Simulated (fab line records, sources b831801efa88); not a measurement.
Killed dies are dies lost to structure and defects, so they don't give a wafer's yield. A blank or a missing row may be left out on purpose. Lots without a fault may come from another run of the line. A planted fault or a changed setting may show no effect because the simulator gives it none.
Which tool did it? | flow gf180mcu | 14 lots, 42 wafers sampled, at 4 steps of a route of 602

WHAT THE GAUGES READ, wafer by wafer
GF_VT_IMPLANT_RS_MEAS_46: measures by four-point-probe. Usual: MVSD_RS 456.4 ohm/sq, standard deviation 1.3.
lot  | measured     | on            | MVSD_RS (ohm/sq)  | flag
L342 | day 7 13:26  | film_metro-01 | 455.7 456.4 455.8 |
L344 | day 8 01:25  | film_metro-01 | 132.7 133.1 133.1 | OFF
L345 | day 8 08:31  | film_metro-04 | 132.8 132.8 132.9 | OFF
L348 | day 9 02:11  | film_metro-04 | 455.9 455.8 457.0 |
L350 | day 9 17:05  | film_metro-04 | 457.6 455.8 458.3 |
L353 | day 10 13:31 | film_metro-01 | 456.5 456.8 455.9 |
L354 | day 10 19:09 | film_metro-02 | 454.2 455.1 455.0 |
L358 | day 11 23:14 | film_metro-04 | 454.9 455.2 456.1 |
L359 | day 12 06:28 | film_metro-01 | 456.9 456.1 455.1 |
L360 | day 12 14:53 | film_metro-02 | 453.9 457.0 454.8 |
L361 | day 13 03:50 | film_metro-02 | 457.7 457.2 457.1 |
L362 | day 13 13:40 | film_metro-01 | 455.7 456.3 456.0 |
L364 | day 13 22:31 | film_metro-01 | 456.5 456.2 456.9 |
L365 | day 14 06:59 | film_metro-04 | 456.7 456.6 457.9 |

GF_VT_IMPLANT_RS_MEAS_47: measures by four-point-probe. Usual: NWELL_RS 487.2 ohm/sq, standard deviation 1.2.
lot  | measured     | on            | NWELL_RS (ohm/sq) | flag
L342 | day 7 13:33  | film_metro-01 | 488.3 487.7 487.7 |
L344 | day 8 01:32  | film_metro-01 | 133.2 133.0 132.7 | OFF
L345 | day 8 08:38  | film_metro-04 | 133.1 132.8 132.8 | OFF
L348 | day 9 02:18  | film_metro-04 | 484.9 486.1 484.8 |
L350 | day 9 17:13  | film_metro-04 | 487.3 486.9 487.0 |
L353 | day 10 13:38 | film_metro-01 | 486.5 488.5 488.0 |
L354 | day 10 19:16 | film_metro-02 | 488.1 487.3 487.7 |
L358 | day 11 23:22 | film_metro-04 | 487.1 485.3 486.8 |
L359 | day 12 06:35 | film_metro-01 | 488.0 488.3 486.8 |
L360 | day 12 15:00 | film_metro-02 | 488.1 488.1 489.0 |
L361 | day 13 03:57 | film_metro-02 | 487.5 487.0 486.9 |
L362 | day 13 13:47 | film_metro-01 | 485.6 488.3 488.2 |
L364 | day 13 22:38 | film_metro-01 | 487.4 488.0 489.6 |
L365 | day 14 07:06 | film_metro-04 | 486.3 487.7 486.3 |

GF_VT_IMPLANT_RS_MEAS_48: measures by four-point-probe. Usual: LVPWELL_RS 1196 ohm/sq, standard deviation 3.2.
lot  | measured     | on            | LVPWELL_RS (ohm/sq) | flag
L342 | day 7 13:40  | film_metro-01 | 1196 1196 1196      |
L344 | day 8 01:39  | film_metro-01 | 133 133 133         | OFF
L345 | day 8 08:45  | film_metro-04 | 133 133 133         | OFF
L348 | day 9 02:25  | film_metro-04 | 1198 1198 1197      |
L350 | day 9 17:20  | film_metro-04 | 1193 1196 1197      |
L353 | day 10 13:46 | film_metro-01 | 1203 1200 1198      |
L354 | day 10 19:23 | film_metro-02 | 1195 1198 1194      |
L358 | day 11 23:29 | film_metro-04 | 1198 1196 1198      |
L359 | day 12 06:42 | film_metro-01 | 1199 1204 1203      |
L360 | day 12 15:07 | film_metro-02 | 1197 1197 1196      |
L361 | day 13 04:04 | film_metro-02 | 1197 1201 1197      |
L362 | day 13 13:54 | film_metro-01 | 1193 1201 1201      |
L364 | day 13 22:45 | film_metro-01 | 1200 1202 1203      |
L365 | day 14 07:13 | film_metro-04 | 1193 1198 1202      |

WHICH TOOL RAN EACH LOT (tool, then ch and the chambers of the sampled wafers, then the start)
lot  | GF_VT_IMPLANT_RTA_45
L342 | rtp_anneal-01 ch 0, day 7 13:19
L344 | rtp_anneal-01, day 8 01:18
L345 | rtp_anneal-01, day 8 08:25
L348 | rtp_anneal-01 ch 0, day 9 02:04
L350 | rtp_anneal-02 ch 0, day 9 16:59
L353 | rtp_anneal-01 ch 0, day 10 13:25
L354 | rtp_anneal-02 ch 0, day 10 19:03
L358 | rtp_anneal-01 ch 0, day 11 23:08
L359 | rtp_anneal-01 ch 0, day 12 06:16
L360 | rtp_anneal-02 ch 0, day 12 14:46
L361 | rtp_anneal-02 ch 0, day 13 03:43
L362 | rtp_anneal-02 ch 0, day 13 13:33
L364 | rtp_anneal-02 ch 0, day 13 22:25
L365 | rtp_anneal-01 ch 0, day 14 06:52
- GF_VT_IMPLANT_RTA_45: time 30 s.

WHAT THE TOOLS THEMSELVES READ (means of the sampled wafers that have a number; where no wafer has one, the mark that the record gives instead)
GF_VT_IMPLANT_RTA_45. Usual: anneal_temp_c_max 1055.0, standard deviation 2; chamber_o2_ppm 2.002, standard deviation 0.022; lamp_power_pct 30.3 %, standard deviation 1.6; wafer_temp_C_max 1056.0, standard deviation 2.
lot  | tool          | anneal_temp_c_max | chamber_o2_ppm | lamp_power_pct (%) | wafer_temp_C_max | flag
L342 | rtp_anneal-01 | 1056.9            | 1.990          | 31.9               | 1057.3           |
L344 | rtp_anneal-01 | -                 | -              | -                  | -                | OFF
L345 | rtp_anneal-01 | -                 | -              | -                  | -                | OFF
L348 | rtp_anneal-01 | 1056.0            | 2.010          | 31.9               | 1057.7           |
L350 | rtp_anneal-02 | 1053.6            | 1.999          | 28.8               | 1054.1           |
L353 | rtp_anneal-01 | 1057.0            | 1.983          | 31.9               | 1058.8           |
L354 | rtp_anneal-02 | 1052.5            | 1.979          | 28.8               | 1055.0           |
L358 | rtp_anneal-01 | 1057.4            | 2.018          | 31.9               | 1056.5           |
L359 | rtp_anneal-01 | 1057.2            | 1.990          | 32.0               | 1056.0           |
L360 | rtp_anneal-02 | 1052.7            | 2.003          | 28.7               | 1053.8           |
L361 | rtp_anneal-02 | 1053.2            | 1.998          | 28.8               | 1053.8           |
L362 | rtp_anneal-02 | 1052.8            | 1.991          | 28.7               | 1054.8           |
L364 | rtp_anneal-02 | 1052.8            | 2.024          | 28.7               | 1055.4           |
L365 | rtp_anneal-01 | 1056.6            | 1.992          | 31.9               | 1058.5           |

THE ANSWER, worked out from the rows above alone
Rule: a lot is off if the mean of its wafers that have a number lies more than 3 standard deviations from the usual mean. A lot without any number at a reading at which 4 lots or more have one is off too. The other lots that the step has rows for count as sound. The gauges are gone through in route order, then the tools' own readings, and for those a lot's mean is taken as printed above. The first step at which some lot is off is used, and at that step the reading that is off furthest; a lot without a number counts as furthest.
Off: L344, L345, at GF_VT_IMPLANT_RS_MEAS_46 (MVSD_RS).
A tool fits if, at a process step before that reading, it ran every lot that is off, and no sound lot after the first of them. The gauges at GF_VT_IMPLANT_RS_MEAS_46 aren't tried: what is off there is off at GF_VT_IMPLANT_RTA_45 too, on other tools, and a gauge's error can't cause that. None of those tried fits.

WHAT THE SIMULATOR HAD PUT IN
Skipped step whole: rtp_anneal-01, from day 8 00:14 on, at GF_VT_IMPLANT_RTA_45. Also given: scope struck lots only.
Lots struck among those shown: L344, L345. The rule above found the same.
